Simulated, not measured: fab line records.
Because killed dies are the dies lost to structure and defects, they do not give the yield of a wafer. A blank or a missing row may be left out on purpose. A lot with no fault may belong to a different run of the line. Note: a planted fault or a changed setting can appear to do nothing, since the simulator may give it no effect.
Comparing a struck lot with a sound one | flow sky130 | 19 steps out of a route of 708
Sound: wafers L104.2, L104.3, L104.5. Wafers struck: L113.1, L113.2, L113.6. At the end, the cause is stated.
Each step with rows lists, per side, the tool, then ch with its chambers, then its first start. Under that, the readings that differ: sound wafers | struck wafers | difference of the means | sigmas: that difference in standard deviations of wafers without a fault.
alike: readings whose means differ by less than 2 such deviations, and words and numbers that are the same on both sides. not compared: withheld readings, readings that some wafer has no value for, bounds like >300 that may hide the same value, and numbers for which the record gives no deviation and whose values overlap.
The two part at a step that has a row with sigmas, a row that says differs or no value, or rows on one side only. Non-overlapping numbers with no deviation appear without sigmas and do not part them. Lack of a reading on every wafer of one side parts them only where that side has two or more wafers.

SKY_METAL4_STRIP_19: strips in O2/N2.
  sound on plasma_asher-03 ch 0,1, day 43 22:13; struck on plasma_asher-03 ch 0,1, day 48 15:08
  alike: drypump_motor_current_A, oes_product_au, strip_time_to_endpoint_s
  not compared: rf_hours_counter_h
then, 4 steps without rows for these wafers: SKY_METAL4_STRIP_20 (strips in post etch residue remover, time 1200 s); SKY_METAL4_CLEAN_21 (cleans in IPA, time 180 s); SKY_METAL4_CLEAN_22 (cleans in O3/DIW); SKY_VIA4_HDPCVD_00 (deposits SiO2, target thk 1750 nm, time 291.7 s).
SKY_VIA4_THK_MEAS_01:
  sound on film_metro-01, day 43 23:31; struck on film_metro-01, day 48 16:08
  alike: VIA4_HDPCVD_THK
SKY_VIA4_CMP_02: polishes SiO2.
  sound on cmp-02 ch 0,2,3, day 43 23:34; struck on cmp-02 ch 0,1,2, day 48 16:29
  alike: motor_current_A
SKY_VIA4_BOW_MEAS_03:
  sound on film_metro-01, day 43 23:53; struck on film_metro-01, day 48 16:44
  alike: VIA4_BOW
then, 4 steps without rows for these wafers: SKY_VIA4_DEHYDRATE_04 (time 60 s); SKY_VIA4_HMDS_05 (prime time 60 s); SKY_VIA4_COAT_06 (resist thk 1140 nm); SKY_VIA4_SOFTBAKE_07 (time 60 s).
SKY_VIA4_EXPOSE_08: exposes mask VIM4, target cd 800 nm.
  sound on iline_stepper-02 ch 0, day 44 11:50; struck on iline_stepper-02 ch 0, day 49 00:40
  reading              | sound                | struck               | difference | sigmas
  exposure_dose_mJ_cm2 | 132.14 132.06 131.90 | 129.67 129.53 129.55 | -2.45      | -19
  focus_offset_nm (nm) | -2.2 -0.9 -1.3       | 1.3 0.9 0.7          | +2.4       | +4
  alike: mask
then, 2 steps without rows for these wafers: SKY_VIA4_PEB_09; SKY_VIA4_DEVELOP_10 (develop time 60 s).
SKY_VIA4_OVL_MEAS_11:
  sound on overlay-01, day 44 22:05; struck on overlay-01, day 49 10:44
  alike: VIA4_OVL
SKY_VIA4_ETCH_12: etches SiO2 in C4F8/O2/Ar, stops on TiN, target depth 580 nm.
  sound on rie_diel-03 ch 1,2, day 44 22:07; struck on rie_diel-03 ch 1,2,3, day 49 10:46
  reading               | sound             | struck          | difference | sigmas
  model.VIA4.cd_nm (nm) | 800.4 799.6 800.1 | 795.4 797 796.3 | -3.8       |
  alike: oes_product_au
SKY_VIA4_STRIP_13: strips in O2/N2.
  sound on plasma_asher-04 ch 0,1, day 44 22:11; struck on plasma_asher-02 ch 0,1, day 49 10:51
  alike: drypump_motor_current_A, oes_product_au, strip_time_to_endpoint_s
  not compared: rf_hours_counter_h
-- the record jumps here: 2 days lie between the struck wafers' starts before and after (it left off in module VIA4 and takes up again in module PAD_OPEN, whose first step shown is number 708 of the route) --
SKY_PAD_OPEN_PROBE_99:
  sound on prober-02, day 47 21:17; struck on prober-02, day 51 21:56
  alike: defect_limited_yield, killed_at_M0_to_M3, killed_at_M4_up, killed_at_contacts, killed_at_front_end, killed_at_other, killed_dies, killed_open, killed_short, sort_bin_3_pad_short, sort_bin_5_function, sort_bin_6_memory, sort_n_pass, sort_yield_pct

WHERE THEY PART
Only at SKY_VIA4_EXPOSE_08, within this record. Later steps at which nothing parts them and some readings are alike: SKY_VIA4_OVL_MEAS_11, SKY_VIA4_ETCH_12, SKY_VIA4_STRIP_13, SKY_PAD_OPEN_PROBE_99.

WHY: what had been put in by the simulator
Process parameters drifting: iline_stepper-02 at SKY_VIA4_EXPOSE_08, beginning at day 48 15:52. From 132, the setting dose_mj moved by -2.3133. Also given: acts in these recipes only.
